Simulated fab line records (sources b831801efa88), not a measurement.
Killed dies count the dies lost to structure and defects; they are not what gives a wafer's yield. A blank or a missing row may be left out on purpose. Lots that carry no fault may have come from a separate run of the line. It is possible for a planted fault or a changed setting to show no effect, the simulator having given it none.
What tool caused it?	flow sfqLine	14 lots, 41 wafers sampled, at 4 steps of a route of 325

== WHAT THE GAUGES READ, wafer by wafer ==
SFQ_INCOMING_BOW_MEAS_900.
lot	measured	on	INCOMING_BOW (um)
L222	day 1 15:00	filmMetro-02	0 -3 -1
L223	day 1 20:00	filmMetro-01	-8 -4 0
L225	day 2 06:00	filmMetro-02	2 9 14
L226	day 2 11:01	filmMetro-02	-9 -2 -4
L228	day 2 21:00	filmMetro-02	5 5 0
L229	day 3 02:01	filmMetro-04	-4 0 4
L230	day 3 07:00	filmMetro-02	-6 -7 1
L231	day 3 12:00	filmMetro-02	1 -12 -17
L232	day 3 17:04	filmMetro-01	-12 -2 7
L234	day 4 03:02	filmMetro-01	-2 2 9
L236	day 4 13:02	filmMetro-02	-2 9 3
L238	day 4 23:00	filmMetro-02	-5 -6 6
L240	day 5 09:00	filmMetro-01	0 8
L244	day 6 05:02	filmMetro-02	-3 -9 4

SFQ_L0V_OVL_MEAS_903.
lot	measured	on	L0V_OVL (nm)
L222	day 8 01:34	overlay-02	-5 -1 4
L223	day 8 12:22	overlay-01	-2 -4 -6
L225	day 9 06:44	overlay-01	4 3 -3
L226	day 9 15:08	overlay-02	-1 -3 2
L228	day 10 10:21	overlay-01	5 5 -2
L229	day 10 15:10	overlay-02	-7 -15 -6
L230	day 11 00:45	overlay-02	-3 -2 0
L231	day 11 04:31	overlay-01	-3 -6 -5
L232	day 11 09:10	overlay-02	9 6 2
L234	day 11 19:58	overlay-01	-10 -9 -5
L236	day 12 12:46	overlay-02	-7 -3 -6
L238	day 12 19:14	overlay-01	-6 -10 -2
L240	day 13 15:38	overlay-02	-3 4
L244	day 15 14:58	overlay-01	1 3 -2

SFQ_I6_BOW_MEAS_941.
lot	measured	on	I6_BOW (um)
L222	day 62 22:53	filmMetro-02	2 -2 -2
L223	day 64 07:07	filmMetro-04	15 21 24
L225	day 71 06:38	filmMetro-02	5 11 15
L226	day 71 23:27	filmMetro-01	8 16 13
L228	day 72 02:26	filmMetro-02	25 26 23
L229	day 72 03:41	filmMetro-04	10 13 16
L230	day 72 05:26	filmMetro-01	12 12 19
L231	day 72 06:45	filmMetro-01	-7 -20 -26
L232	day 72 10:17	filmMetro-02	1 12 19
L234	day 73 12:07	filmMetro-01	-4 2 9
L236	day 73 18:35	filmMetro-04	5 17 11
L238	day 74 04:14	filmMetro-04	1 0 11
L240	day 74 10:14	filmMetro-02	10 16
L244	day 74 22:16	filmMetro-01	-13 -18 -6

== EACH LOT AND THE TOOL THAT RAN IT (in order: tool; ch and the chambers of the sampled wafers; start) ==
lot	SFQ_TRILAYER_M4_BARC_OPEN_METAL_ETCH_123
L222	rieMetal-04 ch 0,1, day 45 06:38
L223	rieMetal-04 ch 0,1, day 45 11:26
L225	rieMetal-02 ch 0,1, day 47 21:02
L226	rieMetal-03 ch 0, day 48 01:59
L228	rieMetal-03 ch 0,1, day 48 07:59
L229	rieMetal-04 ch 0,1, day 48 10:23
L230	rieMetal-02 ch 0,1, day 49 01:59
L231	rieMetal-04 ch 0,1, day 53 11:05
L232	rieMetal-03 ch 0,1, day 55 11:38
L234	rieMetal-03 ch 0,1, day 55 18:50
L236	rieMetal-03 ch 0,1, day 56 11:38
L238	rieMetal-02 ch 0,1, day 56 17:08
L240	rieMetal-03 ch 0,1, day 57 01:32
L244	rieMetal-02 ch 0,1, day 59 03:34
- SFQ_TRILAYER_M4_BARC_OPEN_METAL_ETCH_123: etches BARC in O2, target depth 125 nm, time 41.7 s.

== AS READ BY THE TOOLS THEMSELVES (means over the sampled wafers that have a number; for cases with no such wafer, the mark the record gives instead) ==
SFQ_TRILAYER_M4_BARC_OPEN_METAL_ETCH_123.
lot	tool	drypumpMotorCurrentA (A)	oesProductAu (a.u.)	rfFwdPowerW (W)	runLengthS (s)
L222	rieMetal-04	5.1	0.692	595.8	70.2
L223	rieMetal-04	5.4	0.684	596.0	69.9
L225	rieMetal-02	6.4	0.688	595.2	69.7
L226	rieMetal-03	5.5	0.687	594.2	70.1
L228	rieMetal-03	5.7	0.686	594.3	69.6
L229	rieMetal-04	5.3	0.683	593.5	70.1
L230	rieMetal-02	6.4	0.681	594.2	69.7
L231	rieMetal-04	5.0	0.685	595.1	70.0
L232	rieMetal-03	5.7	0.690	594.2	69.9
L234	rieMetal-03	5.7	0.685	593.3	69.6
L236	rieMetal-03	5.9	0.805	593.4	62.5
L238	rieMetal-02	6.4	0.680	593.9	69.8
L240	rieMetal-03	5.8	0.780	595.9	64.5
L244	rieMetal-02	6.4	0.681	592.6	69.9

== THE ANSWER, worked out from the rows above alone ==
Rule: the lots themselves supply what counts as usual. Put in order of their means at a reading, lots are off if they are a third of the lots or fewer, leave a main group of 4 or more, and stand apart from it by a gap of 3 or more times the standard deviation of the main group's means; of several such gaps the widest counts. A main group whose means are all the same, to the digits that the tables above print for the reading, isn't used. Also off: a lot with no number at a reading for which 4 or more lots have one. The other lots that the step has rows for count as sound. The gauges are gone through in route order, then the tools' own readings, and for those a lot's mean is taken as printed above. The first step at which some lot is off is used, and at that step the reading that is off furthest; a lot without a number counts as furthest.
Off: L236, L240 (SFQ_TRILAYER_M4_BARC_OPEN_METAL_ETCH_123, runLengthS). For the main group the mean is 69.9 s and the standard deviation 0.19.
If a tool, at that step or one of the process steps before it, ran each lot that is off and ran no sound lot following the first of them, it fits. One candidate fits, namely rieMetal-03 at SFQ_TRILAYER_M4_BARC_OPEN_METAL_ETCH_123. Its last sound lot is L234 (day 55 18:50), its first lot that is off L236 (day 56 11:38): a fault that began between those two fits.
The tool's own readings at SFQ_TRILAYER_M4_BARC_OPEN_METAL_ETCH_123 bear it out: on the lots that are off they differ by more than 5 times the standard deviation of the sound lots' means. oesProductAu reads 0.792 a.u. there against 0.685 a.u. on the sound lots; runLengthS reads 63.5 s there against 69.9 s on the sound lots.

== WHAT THE SIMULATOR HAD PUT IN ==
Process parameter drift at SFQ_TRILAYER_M4_BARC_OPEN_METAL_ETCH_123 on rieMetal-03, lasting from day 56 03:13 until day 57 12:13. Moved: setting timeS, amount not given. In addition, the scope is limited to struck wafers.
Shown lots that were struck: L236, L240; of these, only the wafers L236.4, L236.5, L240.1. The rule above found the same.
